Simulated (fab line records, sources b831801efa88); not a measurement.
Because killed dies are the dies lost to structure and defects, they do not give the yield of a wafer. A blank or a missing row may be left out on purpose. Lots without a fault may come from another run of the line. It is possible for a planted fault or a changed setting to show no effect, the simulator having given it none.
The tool behind it: which one? / flow gf180mcu / 42 wafers from 14 lots sampled at 2 of the route's 602 steps

## WHAT THE GAUGES SHOWED, per wafer
GF_STI_THK_MEAS_22. Usual: for STI_OXIDATION_01_THK the level is 15.9 nm and the standard deviation is 0.3.
lot=L912; measured=day 2 03:32; on=film metro-01; STI_OXIDATION_01_THK (nm)=16.2 16.3 16.2; flag=
lot=L913; measured=day 2 08:16; on=film metro-01; STI_OXIDATION_01_THK (nm)=16.1 15.8 15.8; flag=
lot=L916; measured=day 2 23:38; on=film metro-01; STI_OXIDATION_01_THK (nm)=15.5 15.7 15.9; flag=
lot=L917; measured=day 3 06:28; on=film metro-02; STI_OXIDATION_01_THK (nm)=16.3 16.2 16.1; flag=
lot=L919; measured=day 3 15:03; on=film metro-01; STI_OXIDATION_01_THK (nm)=16.2 16.2 16.1; flag=
lot=L920; measured=day 3 20:53; on=film metro-02; STI_OXIDATION_01_THK (nm)=16.2 16.1 16.1; flag=
lot=L925; measured=day 4 23:26; on=film metro-01; STI_OXIDATION_01_THK (nm)=16.1 16.0 15.9; flag=
lot=L927; measured=day 5 09:53; on=film metro-01; STI_OXIDATION_01_THK (nm)=15.8 15.9 16.0; flag=
lot=L929; measured=day 5 19:19; on=film metro-03; STI_OXIDATION_01_THK (nm)=16.2 16.3 16.2; flag=
lot=L930; measured=day 5 23:43; on=film metro-02; STI_OXIDATION_01_THK (nm)=15.5 15.7 15.8; flag=
lot=L931; measured=day 6 04:53; on=film metro-03; STI_OXIDATION_01_THK (nm)=15.7 15.5 15.4; flag=
lot=L933; measured=day 6 16:41; on=film metro-03; STI_OXIDATION_01_THK (nm)=15.9 15.8 15.8; flag=
lot=L934; measured=day 6 22:04; on=film metro-03; STI_OXIDATION_01_THK (nm)=16.2 16.1 16.1; flag=
lot=L935; measured=day 7 01:25; on=film metro-01; STI_OXIDATION_01_THK (nm)=15.8 15.7 15.8; flag=

GF_MVPSD_OVL_MEAS_07. Usual: for MVPSD_OVL the level is 0.1 nm and the standard deviation is 1.3.
lot=L912; measured=day 5 01:29; on=overlay-01; MVPSD_OVL (nm)=-0.5 -1.6 -1.0; flag=
lot=L913; measured=day 5 05:38; on=overlay-02; MVPSD_OVL (nm)=-0.8 -1.3 1.0; flag=
lot=L916; measured=day 6 01:08; on=overlay-02; MVPSD_OVL (nm)=2.4 2.2 3.2; flag=
lot=L917; measured=day 6 08:26; on=overlay-01; MVPSD_OVL (nm)=0.3 0.3 1.8; flag=
lot=L919; measured=day 6 18:11; on=overlay-02; MVPSD_OVL (nm)=-0.9 -1.0 -1.2; flag=
lot=L920; measured=day 7 02:27; on=overlay-01; MVPSD_OVL (nm)=1.6 1.9 1.9; flag=
lot=L925; measured=day 8 07:59; on=overlay-02; MVPSD_OVL (nm)=-0.2 -0.2 -0.1; flag=
lot=L927; measured=day 8 19:37; on=overlay-02; MVPSD_OVL (nm)=-2.7 -2.1 -2.1; flag=
lot=L929; measured=day 9 06:59; on=overlay-02; MVPSD_OVL (nm)=1.4 0.5 1.1; flag=
lot=L930; measured=day 9 12:01; on=overlay-01; MVPSD_OVL (nm)=0.3 0.0 0.7; flag=
lot=L931; measured=day 9 19:23; on=overlay-01; MVPSD_OVL (nm)=1.1 2.0 0.0; flag=
lot=L933; measured=day 10 07:41; on=overlay-01; MVPSD_OVL (nm)=0.1 -1.1 1.2; flag=
lot=L934; measured=day 10 15:36; on=overlay-02; MVPSD_OVL (nm)=-1.3 -0.6 -0.2; flag=
lot=L935; measured=day 10 16:56; on=overlay-02; MVPSD_OVL (nm)=-2.1 -0.8 -0.1; flag=

## TOOL THAT RAN EACH LOT (tool first, then ch and the chambers of the sampled wafers, then the start)
Before these readings, the record contains no process step.

## WHAT THE TOOLS THEMSELVES READ (means of the sampled wafers that have a number; where no wafer has one, the mark that the record gives instead)
The record holds no such reading with a usual standard deviation.

## THE ANSWER, worked out from the rows above alone
Rule: take the mean of a lot's wafers that have a number; if it is more than 3 standard deviations from the usual mean, the lot is off. A lot without any number at a reading at which 4 lots or more have one is off too. The other lots that the step has rows for count as sound. After the gauges, taken in route order, come the tools' own readings; for these a lot's mean is taken, as printed above. At the first step where some lot is off, the reading lying furthest off is the one used; lots without a number count as furthest.
No lot is off on any of the readings shown, so nothing can be concluded from this.

## WHAT THE SIMULATOR HAD PUT IN
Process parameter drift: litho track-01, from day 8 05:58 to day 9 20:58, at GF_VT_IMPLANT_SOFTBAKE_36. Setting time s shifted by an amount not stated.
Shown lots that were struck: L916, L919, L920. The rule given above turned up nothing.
